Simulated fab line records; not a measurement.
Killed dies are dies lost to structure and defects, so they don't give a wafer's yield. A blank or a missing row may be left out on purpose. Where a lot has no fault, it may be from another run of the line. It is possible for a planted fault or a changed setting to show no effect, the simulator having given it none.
Code-filled problem report in 8D (eight disciplines) form    flow gf180mcu    the parts of the form that need people (team, actions taken, sign-off) are left out

## 1. THE PROBLEM
Across 6 wafers from 2 lots, STI_CVD_03_THK at GF_STI_THK_MEAS_04 averages 194.5 nm, while fault-free wafers read 206.9 nm with a standard deviation of 1.9. Measured from the usual mean, that is -6.5 standard deviations.
Seen first at day 3 05:34 on film metro-02, wafer L506.1. Wafers with a number at this step in the record: 36, from 12 lots. The rule behind "out" and "out of limits": a value lying over 4 standard deviations away from the usual mean. The other wafers with a number count as sound.

## 2. WHAT IT IS, AND WHAT IT ISN'T
question                     is                            is not
which readings at this step  STI_CVD_03_THK                -
which lots                   L506, L508                    L498, L499, L501, L502, L503, L504, L513, L515, L520, L521
which wafers of those lots   all that have a number        -
read on which gauges         film metro-01, film metro-02  film metro-04
when                         from day 3 05:34              up to then (18 sound wafers); but 12 sound wafers of L513, L515, L520, L521 came after

## 3. THE SUSPECTS, EACH WITH WHAT RULES IT OUT
Counting: a tool at any process step up to the reading remains a suspect when it ran all the lots that are out and ran no sound lot after the first of those.
- ruled out: the gauge at GF_STI_THK_MEAS_04. The wafers that are out were read on 2 gauges (film metro-01, film metro-02).
- lpcvd-02 at GF_STI_CVD_03 (deposits Si3N4 from DCS/NH3, target thk 207.16 nm, time 3551 s): ruled out as a lasting fault. After its first lot that is out, L506 (day 3 03:34), sound lots L520, L521 ran on it.
Left after counting: nothing in the record.

## 4. THE CAUSE (what the simulator had put in)
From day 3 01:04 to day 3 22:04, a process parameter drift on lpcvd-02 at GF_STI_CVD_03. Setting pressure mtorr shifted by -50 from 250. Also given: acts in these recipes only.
It was ruled out by counting, in error; the rule expects a fault to strike all lots run on its tool from its start on, and this fault did not.

## 5. THE CHAIN OF EFFECTS, in route order
Rows list readings where the struck wafers' mean (over those with a number) sits beyond 3 standard deviations from the usual. Scope: only readings with a usual standard deviation given in the record; hours: median across lots of the time from each lot's start at the first step in this table that gives one to its start at this step; sigmas: change in usual standard deviations.
hours  step                reading         usual        on struck wafers  change  sigmas
0      GF_STI_CVD_03       pressure mtorr  250.1 mTorr  200.0             -50.1   -99 or more
2      GF_STI_THK_MEAS_04  STI_CVD_03_THK  206.9 nm     194.5             -12.4   -6.5
15     GF_STI_ETCH_13      oes product au  0.832 a.u.   0.806             -0.026  -4.5
Process steps it contains:
- GF_STI_CVD_03: deposits Si3N4 from DCS/NH3, target thk 207.16 nm, time 3551 s.
- GF_STI_ETCH_13: etches the open film in CHF3/O2, stops on Si, target depth 282.31 nm, time 112.9 s.
At these later measuring or inspecting steps, every struck wafer for which the step has a row has a number for every such reading, and none has moved that far: GF_CONTACT_THK_MEAS_03, GF_V1_OVL_MEAS_15.

## 6. HOW IT WOULD HAVE BEEN CAUGHT EARLIER
The first out-of-limits reading at a measuring or inspecting step in this record came at day 3 05:34, 4 hours after the fault's start at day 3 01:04.
At GF_STI_CVD_03, the tool's own readings (pressure mtorr) were out on each struck wafer the step has a row for, so an alarm limit on them would have fired on the first such wafer.
